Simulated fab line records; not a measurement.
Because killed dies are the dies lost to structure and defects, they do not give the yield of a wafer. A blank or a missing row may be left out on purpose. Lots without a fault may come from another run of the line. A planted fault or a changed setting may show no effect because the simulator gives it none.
Check for tools in common + flow gf180mcu + Sample size 14 lots and 42 wafers

== WHY IT WAS OPENED ==
Of 14 lots, 2 have the reading MVSD_RS flagged at GF_VT_IMPLANT_RS_MEAS_46. Fault-free wafers read 456.4 ohm/sq, with a standard deviation of 1.2.
Rule: flag the lot when none of its wafers has a number, or when each of its wafers that has one lies beyond 4 standard deviations from that mean. All remaining lots are regarded as sound.

| lot  | measured     | on            | MVSD_RS (ohm/sq), wafer by wafer | flag    |
|------|--------------|---------------|----------------------------------|---------|
| L764 | day 7 14:41  | film metro-01 | 456.7 454.3 455.3                |         |
| L766 | day 8 03:11  | film metro-03 | 456.8 454.9 456.4                |         |
| L767 | day 8 10:14  | film metro-03 | 456.1 456.2 458.0                |         |
| L768 | day 8 14:00  | film metro-03 | 457.7 456.3 455.2                |         |
| L769 | day 8 23:37  | film metro-03 | 456.4 456.4 456.9                |         |
| L771 | day 9 11:22  | film metro-03 | 457.9 456.3 456.9                |         |
| L772 | day 9 23:07  | film metro-01 | 456.1 456.5 455.8                |         |
| L776 | day 10 23:51 | film metro-03 | 457.9 456.5 456.0                |         |
| L777 | day 11 04:03 | film metro-01 | 489.3 490.5 490.8                | FLAGGED |
| L780 | day 12 01:19 | film metro-04 | 456.3 457.2 456.1                |         |
| L782 | day 12 13:48 | film metro-04 | 488.4 487.6 488.0                | FLAGGED |
| L784 | day 13 04:31 | film metro-04 | 457.4 458.2 456.4                |         |
| L785 | day 13 11:01 | film metro-03 | 457.0 455.6 456.1                |         |
| L786 | day 13 17:22 | film metro-04 | 457.6 457.6 458.7                |         |
The numbers of the flagged lots are 489.1 ohm/sq on average: +32.7 ohm/sq against the usual, or +27 standard deviations.

== LOT BY LOT: THE TOOL USED ==
The record keeps 1 process step preceding the reading, out of 602 steps on the route. Cell contents, in order: the tool; ch with the chambers the sampled wafers went through; the start.
| lot  | flag    | GF_MVSD_IMPLANT_09             |
|------|---------|--------------------------------|
| L764 |         | implanter-04 ch 0, day 4 11:53 |
| L766 |         | implanter-03 ch 0, day 4 21:39 |
| L767 |         | implanter-02 ch 0, day 5 04:47 |
| L768 |         | implanter-04 ch 0, day 5 09:19 |
| L769 |         | implanter-02 ch 0, day 5 16:20 |
| L771 |         | implanter-02 ch 0, day 6 01:44 |
| L772 |         | implanter-03 ch 0, day 6 11:39 |
| L776 |         | implanter-04 ch 0, day 7 10:11 |
| L777 | FLAGGED | implanter-02 ch 0, day 7 14:02 |
| L780 |         | implanter-04 ch 0, day 8 07:38 |
| L782 | FLAGGED | implanter-02 ch 0, day 8 17:50 |
| L784 |         | implanter-04 ch 0, day 9 06:29 |
| L785 |         | implanter-03 ch 0, day 9 11:35 |
| L786 |         | implanter-03 ch 0, day 9 18:22 |
What is done by these steps:
- GF_MVSD_IMPLANT_09
- GF_VT_IMPLANT_RS_MEAS_46: measures by four-point-probe.

== FLAGGED AGAINST TOTAL, ONE TOOL AT A TIME (gauges that did the reading follow at the end) ==
| step                     | tool          | lots run | flagged | share of the flagged lots | sound lots run after its first flagged lot |
|--------------------------|---------------|----------|---------|---------------------------|--------------------------------------------|
| GF_MVSD_IMPLANT_09       | implanter-02  | 5        | 2       | all                       | 0                                          |
| GF_MVSD_IMPLANT_09       | implanter-03  | 4        | 0       | none                      | -                                          |
| GF_MVSD_IMPLANT_09       | implanter-04  | 5        | 0       | none                      | -                                          |
| GF_VT_IMPLANT_RS_MEAS_46 | film metro-01 | 3        | 1       | some                      | 0                                          |
| GF_VT_IMPLANT_RS_MEAS_46 | film metro-03 | 7        | 0       | none                      | -                                          |
| GF_VT_IMPLANT_RS_MEAS_46 | film metro-04 | 4        | 1       | some                      | 2 (L784,L786)                              |

== THE TABLE: WHAT IT ALLOWS ==
1 row of the table ran every flagged lot: implanter-02 at GF_MVSD_IMPLANT_09.
- implanter-02 at GF_MVSD_IMPLANT_09: 2 of its 5 lots flagged. Its last sound lot is L771 (day 6 01:44), its first flagged lot L777 (day 7 14:02): a fault that began between those two fits. Its own readings lie more than 4 standard deviations out on every wafer of the flagged lots: dose ions cm2, faraday current uA.
What remains is a single tool, implanter-02 at GF_MVSD_IMPLANT_09.

== WHAT THE SIMULATOR PUT IN ==
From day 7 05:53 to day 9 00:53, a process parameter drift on implanter-02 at GF_MVSD_IMPLANT_09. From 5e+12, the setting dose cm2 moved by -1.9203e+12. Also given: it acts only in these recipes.
Shown lots that were struck: L777, L782. This agrees with what the rule above found.
